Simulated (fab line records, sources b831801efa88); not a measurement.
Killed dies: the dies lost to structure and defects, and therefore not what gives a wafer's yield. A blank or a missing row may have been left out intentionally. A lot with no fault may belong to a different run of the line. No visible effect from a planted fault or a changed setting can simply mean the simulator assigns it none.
Comparing a struck lot with a sound one || flow sky130 || 17 steps out of a route of 708
Sound: these wafers, L751.2, L751.4, L751.6. The struck wafers were L753.1, L753.2, L753.5. At the end, the cause is stated.
Order at every step that has rows: each side's tool, ch and its chambers, its first start. Under that, the readings that differ: sound wafers || struck wafers || difference of the means || sigmas: that difference in standard deviations of wafers without a fault.
alike: readings with means less than 2 such deviations apart, plus words and numbers identical on both sides. not compared: withheld readings, readings lacking a value on some wafer, bounds such as >300 that could conceal the same value, and numbers that have no deviation in the record and whose values overlap.
The two part at a step that has a row with sigmas, a row that says differs or no value, or rows on one side only. Numbers that don't overlap but have no deviation are shown without sigmas and don't part them. A reading that every wafer of one side lacks parts them only if that side has two wafers or more.

first, 1 step without rows for these wafers: SKY_VT_ADJUST_LVTN_IMPLANT_19.
SKY_VT_ADJUST_LVTN_STRIP_20: strips in O2/N2.
  sound on plasma-asher-01 ch 1, day 12 01:53; struck on plasma-asher-01 ch 0,1, day 12 13:42
  alike: chamber-pressure-mTorr, drypump-motor-current-A, oes-product-au, strip-time-to-endpoint-s
  not compared: rf-hours-counter-h
SKY_VT_ADJUST_LVTN_TW_MEAS_21:
  struck on film-metro-03, day 12 13:48; sound on film-metro-04, day 12 01:59
  alike: VT_ADJUST_LVTN_2_TW
then, 7 steps without rows for these wafers: SKY_VT_ADJUST_NCORE_DEHYDRATE_00 (time 60 s); SKY_VT_ADJUST_NCORE_HMDS_01 (prime time 60 s); SKY_VT_ADJUST_NCORE_COAT_02 (resist thk 1140 nm); SKY_VT_ADJUST_NCORE_SOFTBAKE_03 (time 60 s); SKY_VT_ADJUST_NCORE_EXPOSE_04 (exposes mask LVTN COMPLEMENT THIN, target cd 380 nm); SKY_VT_ADJUST_NCORE_PEB_05; SKY_VT_ADJUST_NCORE_DEVELOP_06 (develop time 60 s).
SKY_VT_ADJUST_NCORE_CD_MEAS_07: the cd target is 380 nm.
  struck on cd-sem-01, day 13 14:14; sound on cd-sem-02, day 13 01:58
  alike: cd-nm
SKY_VT_ADJUST_NCORE_OVL_MEAS_08:
  struck on overlay-02, day 13 14:21; sound on overlay-01, day 13 02:04
  alike: VT_ADJUST_NCORE_OVL
SKY_VT_ADJUST_NCORE_IMPLANT_09:
  sound on implanter-03 ch 0, day 13 02:07; struck on implanter-01 ch 0, day 13 14:23
{"reading": "beam-on-s (s)", "sound": "10.04 9.94 9.94", "struck": "11.00 10.64 10.31", "difference": "+0.68", "sigmas": "+4"}
{"reading": "end-station-pressure-torr (Torr)", "sound": "4.96e-06 5.54e-06 5.1e-06", "struck": "6.347e-05 5.577e-05 6.431e-05", "difference": "+5.598e-05", "sigmas": "+99 or more"}
{"reading": "faraday-current-uA", "sound": "13.54 13.62 13.69", "struck": "11.88 12.29 12.62", "difference": -1.35, "sigmas": -5}
SKY_VT_ADJUST_NCORE_STRIP_10: strips in O2/N2.
  sound on plasma-asher-02 ch 1, day 13 02:15; struck on plasma-asher-04 ch 0,1, day 13 14:32
{"reading": "strip-time-to-endpoint-s (s)", "sound": "14.18 14.20 14.17", "struck": "14.13 14.07 14.09", "difference": -0.09, "sigmas": -2}
  alike: chamber-pressure-mTorr, drypump-motor-current-A, oes-product-au
  not compared: rf-hours-counter-h
SKY_VT_ADJUST_NCORE_TW_MEAS_11:
  struck on film-metro-01, day 13 14:38; sound on film-metro-04, day 13 02:22
  alike: VT_ADJUST_NCORE_TW
then, 1 step without rows for these wafers: SKY_VT_ADJUST_HVTR_DEHYDRATE_00 (time 60 s).
-- record jumps: 36 days separate the struck wafers' starts on either side; left off in module VT_ADJUST_HVTR, taken up again in module PAD_OPEN, whose first shown step is the route's number 708 --
SKY_PAD_OPEN_PROBE_99:
  struck on prober-01, day 49 18:53; sound on prober-02, day 49 12:28
{"reading": "model.etest.nfet_16v.r-on-ohm-um", "sound": "1.399e+04 1.392e+04 1.383e+04", "struck": "1.448e+04 1.438e+04 1.448e+04", "difference": "+5.333e+02", "sigmas": ""}
{"reading": "model.etest.res-pwell-under-gate.rs-ohm-sq", "sound": "2274 2281 2268", "struck": "2260 2239 2225", "difference": -33, "sigmas": ""}
{"reading": "model.etest.pfet-g5v0d10v5.drive-ua-um", "sound": "341.1 340.9 339.7", "struck": "360 356.7 352.1", "difference": "+16", "sigmas": ""}
{"reading": "model.etest.pfet-g5v0d10v5.off-log10-a-um", "sound": "-12.69 -12.93 -12.84", "struck": "-11.2 -11.58 -11.59", "difference": "+1.4", "sigmas": ""}
{"reading": "model.etest.pfet-g5v0d10v5.vt-sat-v (V)", "sound": "-0.6543 -0.6723 -0.6722", "struck": "-0.5009 -0.5443 -0.5524", "difference": "+0.1337", "sigmas": ""}
{"reading": "model.etest.pfet_16v.vt-v (V)", "sound": "-1.099 -1.11 -1.116", "struck": "-0.994 -0.9998 -0.9938", "difference": "+0.112", "sigmas": ""}
{"reading": "model.etest.pfet-g5v0d10v5.vt-v (V)", "sound": "-0.8408 -0.8586 -0.8618", "struck": "-0.7133 -0.7503 -0.7582", "difference": "+0.1131", "sigmas": ""}
{"reading": "model.etest.pfet-g5v0d10v5.vt-long-v (V)", "sound": "-0.933 -0.9376 -0.9422", "struck": "-0.8362 -0.843 -0.8374", "difference": "+0.0987", "sigmas": ""}
  alike: killed_at_M0_to_M3, killed_at_M4_up, killed-at-contacts, killed-at-front-end, killed-at-other, killed-dies, killed-open, killed-short

WHERE THEY PART
First at SKY_VT_ADJUST_NCORE_IMPLANT_09; last, within this record, at SKY_VT_ADJUST_NCORE_STRIP_10. Later steps at which nothing parts them and some readings are alike: SKY_VT_ADJUST_NCORE_TW_MEAS_11, SKY_PAD_OPEN_PROBE_99.

WHY: what had been put in by the simulator
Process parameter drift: implanter-01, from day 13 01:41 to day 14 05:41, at SKY_VT_ADJUST_NCORE_IMPLANT_09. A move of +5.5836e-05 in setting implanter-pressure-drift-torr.
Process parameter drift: implanter-01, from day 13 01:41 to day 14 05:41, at SKY_VT_ADJUST_NCORE_IMPLANT_09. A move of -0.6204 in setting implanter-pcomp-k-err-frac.
